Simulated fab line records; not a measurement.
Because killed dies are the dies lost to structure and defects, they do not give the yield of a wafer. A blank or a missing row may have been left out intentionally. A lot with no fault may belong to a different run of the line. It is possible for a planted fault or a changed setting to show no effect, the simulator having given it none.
What tool caused it?	flow gf180mcu	39 wafers from 14 lots sampled at 5 of the route's 602 steps

## WHAT THE GAUGES READ, wafer by wafer
GF_PSD_RS_MEAS_14: a four-point-probe measurement.
lot	measured	on	NSD_RS (ohm/sq)
L297	day 14 16:50	filmMetro-01	46.08 46.10 46.08
L296	day 14 19:44	filmMetro-04	46.18 46.21 46.11
L294	day 14 21:56	filmMetro-03	46.31 46.36 46.29
L298	day 15 01:41	filmMetro-03	46.16 46.22 46.14
L299	day 15 01:56	filmMetro-01	46.12 46.16 45.99
L300	day 15 12:28	filmMetro-01	46.00 45.94 45.95
L303	day 16 13:46	filmMetro-03	46.17 46.21 46.15
L304	day 16 17:52	filmMetro-03	46.33 46.21 46.23
L306	day 17 11:38	filmMetro-04	46.12 46.20 46.24
L307	day 17 22:05	filmMetro-03	46.28 46.24 46.26
L308	day 18 03:11	filmMetro-03	46.23 46.12 46.13
L309	day 18 23:41	filmMetro-03	49.33 49.31
L310	day 19 03:35	filmMetro-03	46.29 49.29
L312	day 20 01:44	filmMetro-04	46.19 49.35

GF_PSD_RS_MEAS_15: a four-point-probe measurement.
lot	measured	on	PSD_RS (ohm/sq)
L297	day 14 16:58	filmMetro-01	108.35 108.08 108.26
L296	day 14 19:51	filmMetro-04	108.86 108.61 108.86
L294	day 14 22:04	filmMetro-03	109.16 109.19 109.39
L298	day 15 01:48	filmMetro-03	108.54 108.56 108.32
L299	day 15 02:03	filmMetro-01	108.59 108.62 107.90
L300	day 15 12:35	filmMetro-01	108.45 108.52 108.54
L303	day 16 13:53	filmMetro-03	108.69 108.76 108.49
L304	day 16 17:59	filmMetro-03	109.08 108.98 109.02
L306	day 17 11:46	filmMetro-04	108.52 108.56 108.61
L307	day 17 22:13	filmMetro-03	108.55 108.86 108.70
L308	day 18 03:18	filmMetro-03	108.78 108.72 108.96
L309	day 18 23:48	filmMetro-03	117.91 117.58
L310	day 19 03:42	filmMetro-03	109.18 117.35
L312	day 20 01:51	filmMetro-04	109.07 117.53

GF_SAB_CD_MEAS_09: the cd target is 420 nm.
lot	measured	on	cdNm (nm)
L297	day 15 14:35	cdSem-01	420.7 422.1 419.9
L296	day 15 17:16	cdSem-02	422.7 421.8 422.6
L294	day 15 20:14	cdSem-01	419.4 421.6 421.6
L298	day 15 23:35	cdSem-02	422.3 422.6 422.5
L299	day 16 00:23	cdSem-01	418.6 418.2 418.7
L300	day 16 11:25	cdSem-02	421.2 421.0 421.7
L303	day 17 13:59	cdSem-02	421.1 420.1 421.0
L304	day 17 18:37	cdSem-02	421.0 423.0 423.0
L306	day 18 12:26	cdSem-01	422.3 423.1 425.3
L307	day 18 23:53	cdSem-02	424.2 423.7 424.6
L308	day 19 04:01	cdSem-02	419.7 420.8 420.3
L309	day 20 01:11	cdSem-01	422.6 423.3
L310	day 20 04:47	cdSem-02	419.9 418.9
L312	day 21 00:20	cdSem-01	421.6 420.1

GF_SAB_OVL_MEAS_10.
lot	measured	on	SAB_OVL (nm)
L297	day 15 14:42	overlay-01	2.0 -0.1 -0.5
L296	day 15 17:22	overlay-02	0.5 -0.7 -0.7
L294	day 15 20:21	overlay-01	2.2 3.4 2.2
L298	day 15 23:42	overlay-01	0.2 -1.2 -1.1
L299	day 16 00:28	overlay-02	-1.7 -1.5 -0.6
L300	day 16 11:31	overlay-02	-1.3 1.7 0.0
L303	day 17 14:07	overlay-01	0.2 -2.1 0.5
L304	day 17 18:43	overlay-01	0.1 -3.2 -1.0
L306	day 18 12:31	overlay-01	-0.1 0.3 -0.8
L307	day 19 00:00	overlay-01	0.5 1.0 1.6
L308	day 19 04:07	overlay-01	0.7 1.1 -1.3
L309	day 20 01:16	overlay-01	-0.8 -0.2
L310	day 20 04:54	overlay-02	1.5 0.2
L312	day 21 00:28	overlay-02	1.5 0.8

## WHICH TOOL RAN EACH LOT (tool, then ch and the chambers of the sampled wafers, then the start)
lot	GF_PSD_RTA_13
L297	rtpAnneal-02 ch 0, day 14 16:46
L296	rtpAnneal-02 ch 0, day 14 19:37
L294	rtpAnneal-01 ch 0, day 14 21:52
L298	rtpAnneal-01 ch 0, day 15 01:36
L299	rtpAnneal-02 ch 0, day 15 01:50
L300	rtpAnneal-01 ch 0, day 15 12:23
L303	rtpAnneal-01 ch 0, day 16 13:41
L304	rtpAnneal-02 ch 0, day 16 17:47
L306	rtpAnneal-01 ch 0, day 17 11:32
L307	rtpAnneal-02 ch 0, day 17 22:00
L308	rtpAnneal-01 ch 0, day 18 03:05
L309	rtpAnneal-01 ch 0, day 18 23:35
L310	rtpAnneal-01 ch 0, day 19 03:29
L312	rtpAnneal-01 ch 0, day 20 01:39
- GF_PSD_RTA_13: time 20 s.

## AS READ BY THE TOOLS THEMSELVES (means over the sampled wafers that have a number; for cases with no such wafer, the mark the record gives instead)
GF_PSD_RTA_13.
lot	tool	lampPowerPct (%)	runLengthS (s)	wafer_temp_C_max
L297	rtpAnneal-02	34.6	48.93	1028.9
L296	rtpAnneal-02	34.6	49.03	1028.9
L294	rtpAnneal-01	35.6	49.43	1029.1
L298	rtpAnneal-01	35.6	49.16	1028.1
L299	rtpAnneal-02	34.5	49.01	1028.4
L300	rtpAnneal-01	35.6	49.29	1029.3
L303	rtpAnneal-01	35.6	49.35	1029.1
L304	rtpAnneal-02	34.6	49.15	1028.0
L306	rtpAnneal-01	35.6	49.28	1028.5
L307	rtpAnneal-02	34.5	49.05	1029.0
L308	rtpAnneal-01	35.7	49.19	1028.4
L309	rtpAnneal-01	35.4	39.06	1027.8
L310	rtpAnneal-01	35.5	44.23	1027.7
L312	rtpAnneal-01	35.5	44.11	1028.7

## THE ANSWER, worked out from the rows above alone
Rule: the usual values come from the lots themselves. Put in order of their means at a reading, lots are off if they are a third of the lots or fewer, leave a main group of 4 or more, and stand apart from it by a gap of 3 or more times the standard deviation of the main group's means; of several such gaps the widest counts. A main group is skipped when, at the precision printed for the reading in the tables above, its means are all equal. A lot without any number at a reading at which 4 lots or more have one is off too. Where the step has rows for the other lots, those lots are counted as sound. First the gauges in route order, then the tools' own readings, where a lot's mean is used as printed above. At the first step where some lot is off, the reading lying furthest off is the one used; lots without a number count as furthest.
Off: at GF_PSD_RS_MEAS_14 (NSD_RS), L309, L310, L312. Main group: mean 46.17 ohm/sq, sd 0.093.
If a tool, at a process step before that reading, ran all the lots that are off and no sound lot after the first of them, it fits. Not tried: the gauges at GF_PSD_RS_MEAS_14; whatever is off there is also off at GF_PSD_RTA_13, on other tools, and gauge error can't account for it. One fits: rtpAnneal-01 at GF_PSD_RTA_13. A fault onset in the window from L308 (day 18 03:05, its last sound lot) to L309 (day 18 23:35, its first lot off) fits.
On the lots that are off, the tool's own readings at GF_PSD_RTA_13 differ by more than 5 times the standard deviation of the sound lots' means, which bears it out; runLengthS reads 42.47 s there versus 49.17 s on the sound lots.

## WHAT THE SIMULATOR HAD INSERTED
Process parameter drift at GF_PSD_RTA_13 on rtpAnneal-01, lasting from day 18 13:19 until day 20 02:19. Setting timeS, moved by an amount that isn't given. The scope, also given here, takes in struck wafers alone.
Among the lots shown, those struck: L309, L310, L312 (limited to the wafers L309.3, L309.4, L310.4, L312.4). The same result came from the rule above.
